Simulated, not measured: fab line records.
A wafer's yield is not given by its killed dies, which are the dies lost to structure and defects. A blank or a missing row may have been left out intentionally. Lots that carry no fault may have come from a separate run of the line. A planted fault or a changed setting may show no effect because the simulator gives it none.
Which tool was responsible?    flow gf180mcu    36 wafers sampled from 12 lots at 1 step of a route of 602

## WHAT THE GAUGES READ, wafer by wafer
GF_STI_CD_MEAS_12: the cd target is 220 nm.
lot   measured     on         cd nm (nm)
L268  day 2 01:24  cd sem-01  218.1 219.5 220.1
L269  day 2 06:20  cd sem-01  221.9 221.0 222.3
L270  day 2 11:45  cd sem-01  217.5 218.7 217.9
L274  day 3 08:10  cd sem-01  219.8 219.8 220.2
L277  day 3 22:45  cd sem-02  219.8 219.1 220.0
L279  day 4 11:38  cd sem-02  219.8 221.1 220.9
L282  day 5 01:26  cd sem-01  218.3 218.7 218.9
L284  day 5 11:50  cd sem-02  218.9 220.1 220.1
L285  day 5 17:32  cd sem-02  221.3 218.9 218.6
L287  day 6 02:38  cd sem-01  220.3 220.5 219.1
L289  day 6 16:38  cd sem-01  219.0 218.1 218.4
L291  day 6 23:42  cd sem-01  219.8 221.2 220.1

## TOOL THAT RAN EACH LOT (tool first, then ch and the chambers of the sampled wafers, then the start)
The record shows no process step preceding these readings.

## AS READ BY THE TOOLS THEMSELVES (means over the sampled wafers that have a number; for cases with no such wafer, the mark the record gives instead)
The record holds no such reading with a usual standard deviation.

## THE ANSWER, worked out from the rows above alone
Rule: what is usual is taken from the lots themselves. Put in order of their means at a reading, lots are off if they are a third of the lots or fewer, leave a main group of 4 or more, and stand apart from it by a gap of 3 or more times the standard deviation of the main group's means; of several such gaps the widest counts. Not used: any main group whose means are identical at the precision the tables above print for the reading. Also off: a lot with no number at a reading for which 4 or more lots have one. Where the step has rows for the other lots, those lots are counted as sound. After the gauges, taken in route order, come the tools' own readings; for these a lot's mean is taken, as printed above. The first step at which some lot is off is used, and at that step the reading that is off furthest; a lot without a number counts as furthest.
Across all readings shown, no lot is off: no conclusion can be drawn from this.

## WHAT THE SIMULATOR HAD INSERTED
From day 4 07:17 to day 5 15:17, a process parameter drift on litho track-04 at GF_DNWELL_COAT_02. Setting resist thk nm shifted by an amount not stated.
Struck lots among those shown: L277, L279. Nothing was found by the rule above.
